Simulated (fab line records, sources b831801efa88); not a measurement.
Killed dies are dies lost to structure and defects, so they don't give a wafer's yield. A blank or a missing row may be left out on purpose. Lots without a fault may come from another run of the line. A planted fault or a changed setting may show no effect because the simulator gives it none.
Which tool did it? | flow sky130 | 15 lots, 45 wafers sampled, at 4 steps of a route of 708

WHAT THE GAUGES READ, wafer by wafer
SKY_FIELD_ISO_THK_MEAS_23. Usual: FIELD_ISO_OXIDATION_01_THK 10.08 nm, standard deviation 0.19.
lot  | measured    | on            | FIELD_ISO_OXIDATION_01_THK (nm) | flag
L452 | day 2 12:43 | film_metro-03 | 9.98 10.08 10.23                |
L453 | day 2 17:11 | film_metro-01 | 10.48 10.46 10.40               |
L454 | day 3 01:40 | film_metro-01 | 9.91 9.90 9.71                  |
L455 | day 3 04:48 | film_metro-03 | 10.21 10.14 10.36               |
L457 | day 3 13:19 | film_metro-04 | 10.54 10.47 10.29               |
L458 | day 3 20:34 | film_metro-01 | 10.04 10.01 9.93                |
L459 | day 4 01:01 | film_metro-03 | 10.10 9.98 10.07                |
L461 | day 4 11:03 | film_metro-03 | 10.36 10.21 10.27               |
L462 | day 4 17:43 | film_metro-01 | 10.34 10.23 10.12               |
L463 | day 4 22:07 | film_metro-01 | 9.92 10.10 10.01                |
L464 | day 5 04:25 | film_metro-03 | 10.04 10.05 9.99                |
L469 | day 6 03:49 | film_metro-01 | 10.14 10.26 10.23               |
L471 | day 6 17:08 | film_metro-03 | 10.07 10.02 10.02               |
L472 | day 6 20:43 | film_metro-01 | 9.74 9.94 9.95                  |
L473 | day 7 04:25 | film_metro-01 | 10.26 10.31 10.33               |

SKY_DNWELL_TW_MEAS_09. Usual: DNWELL_TW 1103, standard deviation 9.8.
lot  | measured    | on            | DNWELL_TW      | flag
L452 | day 3 10:33 | film_metro-01 | 1102 1097 1096 |
L453 | day 3 15:05 | film_metro-04 | 1110 1111 1115 |
L454 | day 3 23:16 | film_metro-02 | 1087 1086 1090 |
L455 | day 4 03:01 | film_metro-04 | 1125 1124 1116 |
L457 | day 4 11:08 | film_metro-04 | 1121 1116 1115 |
L458 | day 4 20:14 | film_metro-02 | 1092 1097 1101 |
L459 | day 4 23:01 | film_metro-02 | 1094 1090 1099 |
L461 | day 5 10:05 | film_metro-01 | 30 30 30       | OFF
L462 | day 5 16:31 | film_metro-01 | 30 30 30       | OFF
L463 | day 5 22:28 | film_metro-01 | 30 30 30       | OFF
L464 | day 6 05:25 | film_metro-01 | 1100 1102 1099 |
L469 | day 7 04:23 | film_metro-02 | 1098 1095 1101 |
L471 | day 7 17:41 | film_metro-02 | 1094 1092 1093 |
L472 | day 7 22:07 | film_metro-02 | 1093 1095 1090 |
L473 | day 8 05:32 | film_metro-01 | 1101 1102 1104 |

WHICH TOOL RAN EACH LOT (tool, then ch and the chambers of the sampled wafers, then the start)
lot  | SKY_FIELD_ISO_ETCH_14             | SKY_DNWELL_EXPOSE_04
L452 | rie_diel-03 ch 1,2,3, day 2 10:05 | iline_stepper-01 ch 0, day 3 02:34
L453 | rie_diel-03 ch 0,2,3, day 2 15:28 | iline_stepper-01 ch 0, day 3 06:59
L454 | rie_diel-01 ch 0,1,2, day 2 23:56 | iline_stepper-01 ch 0, day 3 14:29
L455 | rie_diel-01 ch 1,2, day 3 02:50   | iline_stepper-02 ch 0, day 3 18:56
L457 | rie_diel-03 ch 0,1,2, day 3 11:34 | iline_stepper-01 ch 0, day 4 02:14
L458 | rie_diel-03 ch 2,3, day 3 18:20   | iline_stepper-01 ch 0, day 4 11:31
L459 | rie_diel-01 ch 0,1,2, day 3 22:04 | iline_stepper-01 ch 0, day 4 14:28
L461 | rie_diel-04 ch 0,2,3, day 4 09:14 | iline_stepper-01, day 5 00:50
L462 | rie_diel-04 ch 0,2,3, day 4 15:59 | iline_stepper-01, day 5 07:35
L463 | rie_diel-01 ch 1,3, day 4 19:31   | iline_stepper-02, day 5 13:10
L464 | rie_diel-04 ch 1,2,3, day 5 02:40 | iline_stepper-01 ch 0, day 5 19:55
L469 | rie_diel-03 ch 2,3, day 6 01:53   | iline_stepper-02 ch 0, day 6 19:07
L471 | rie_diel-03 ch 1,2,3, day 6 15:11 | iline_stepper-02 ch 0, day 7 07:47
L472 | rie_diel-03 ch 0,2,3, day 6 18:32 | iline_stepper-02 ch 0, day 7 11:25
L473 | rie_diel-04 ch 2,3, day 7 02:37   | iline_stepper-01 ch 0, day 7 19:46
- SKY_FIELD_ISO_ETCH_14: etches BARC in N2/H2, stops on SiO2, time 45.9 s, target depth 60 nm.
- SKY_DNWELL_EXPOSE_04: exposes mask DNM, target cd 3000 nm.

WHAT THE TOOLS THEMSELVES READ (means of the sampled wafers that have a number; where no wafer has one, the mark that the record gives instead)
SKY_FIELD_ISO_ETCH_14. Usual: drypump_motor_current_A 5.6 A, standard deviation 0.57; h2_flow_sccm 200.1 sccm, standard deviation 0.61; oes_product_au 0.855 a.u., standard deviation 0.0047; throttle_valve_pct 13.225 %, standard deviation 0.0092.
lot  | tool        | drypump_motor_current_A (A) | h2_flow_sccm (sccm) | oes_product_au (a.u.) | throttle_valve_pct (%) | flag
L452 | rie_diel-03 | 5.7                         | 200.5               | 0.860                 | 13.231                 |
L453 | rie_diel-03 | 6.1                         | 200.1               | 0.853                 | 13.226                 |
L454 | rie_diel-01 | 6.1                         | 200.7               | 0.853                 | 13.233                 |
L455 | rie_diel-01 | 5.7                         | 199.8               | 0.857                 | 13.223                 |
L457 | rie_diel-03 | 5.7                         | 200.2               | 0.852                 | 13.224                 |
L458 | rie_diel-03 | 6.2                         | 199.8               | 0.851                 | 13.229                 |
L459 | rie_diel-01 | 6.1                         | 199.9               | 0.854                 | 13.234                 |
L461 | rie_diel-04 | 5.3                         | 200.8               | 0.854                 | 13.226                 |
L462 | rie_diel-04 | 5.3                         | 200.3               | 0.858                 | 13.221                 |
L463 | rie_diel-01 | 5.3                         | 200.7               | 0.857                 | 13.221                 |
L464 | rie_diel-04 | 5.4                         | 199.6               | 0.857                 | 13.225                 |
L469 | rie_diel-03 | 6.3                         | 200.2               | 0.862                 | 13.237                 |
L471 | rie_diel-03 | 5.7                         | 199.8               | 0.854                 | 13.221                 |
L472 | rie_diel-03 | 6.1                         | 200.0               | 0.857                 | 13.229                 |
L473 | rie_diel-04 | 5.2                         | 199.8               | 0.855                 | 13.228                 |

SKY_DNWELL_EXPOSE_04. Usual: exposure_dose_mJ_cm2 221.99, standard deviation 0.2; focus_offset_nm 0.0 nm, standard deviation 0.46; stage_vel_mm_s 500.01 mm/s, standard deviation 0.24.
lot  | tool             | exposure_dose_mJ_cm2 | focus_offset_nm (nm) | stage_vel_mm_s (mm/s) | flag
L452 | iline_stepper-01 | 222.03               | -0.1                 | 499.89                |
L453 | iline_stepper-01 | 221.81               | 0.5                  | 499.96                |
L454 | iline_stepper-01 | 222.10               | 0.3                  | 500.15                |
L455 | iline_stepper-02 | 221.82               | 0.2                  | 499.65                |
L457 | iline_stepper-01 | 222.10               | -0.2                 | 500.34                |
L458 | iline_stepper-01 | 222.21               | -0.2                 | 499.61                |
L459 | iline_stepper-01 | 221.85               | 0.8                  | 500.04                |
L461 | iline_stepper-01 | -                    | -                    | -                     | OFF
L462 | iline_stepper-01 | -                    | -                    | -                     | OFF
L463 | iline_stepper-02 | -                    | -                    | -                     | OFF
L464 | iline_stepper-01 | 221.87               | -0.3                 | 500.06                |
L469 | iline_stepper-02 | 222.04               | -0.1                 | 500.19                |
L471 | iline_stepper-02 | 221.88               | -0.2                 | 500.27                |
L472 | iline_stepper-02 | 222.22               | -0.8                 | 500.04                |
L473 | iline_stepper-01 | 222.08               | 0.1                  | 499.96                |

THE ANSWER, worked out from the rows above alone
Rule: a lot is off if the mean of its wafers that have a number lies more than 3 standard deviations from the usual mean. A lot without any number at a reading at which 4 lots or more have one is off too. The other lots that the step has rows for count as sound. The gauges are gone through in route order, then the tools' own readings, and for those a lot's mean is taken as printed above. The first step at which some lot is off is used, and at that step the reading that is off furthest; a lot without a number counts as furthest.
Off: L461, L462, L463, at SKY_DNWELL_TW_MEAS_09 (DNWELL_TW).
A tool fits if, at a process step before that reading, it ran every lot that is off, and no sound lot after the first of them. The gauges at SKY_DNWELL_TW_MEAS_09 aren't tried: what is off there is off at SKY_DNWELL_EXPOSE_04 too, on other tools, and a gauge's error can't cause that. None of those tried fits.

WHAT THE SIMULATOR HAD PUT IN
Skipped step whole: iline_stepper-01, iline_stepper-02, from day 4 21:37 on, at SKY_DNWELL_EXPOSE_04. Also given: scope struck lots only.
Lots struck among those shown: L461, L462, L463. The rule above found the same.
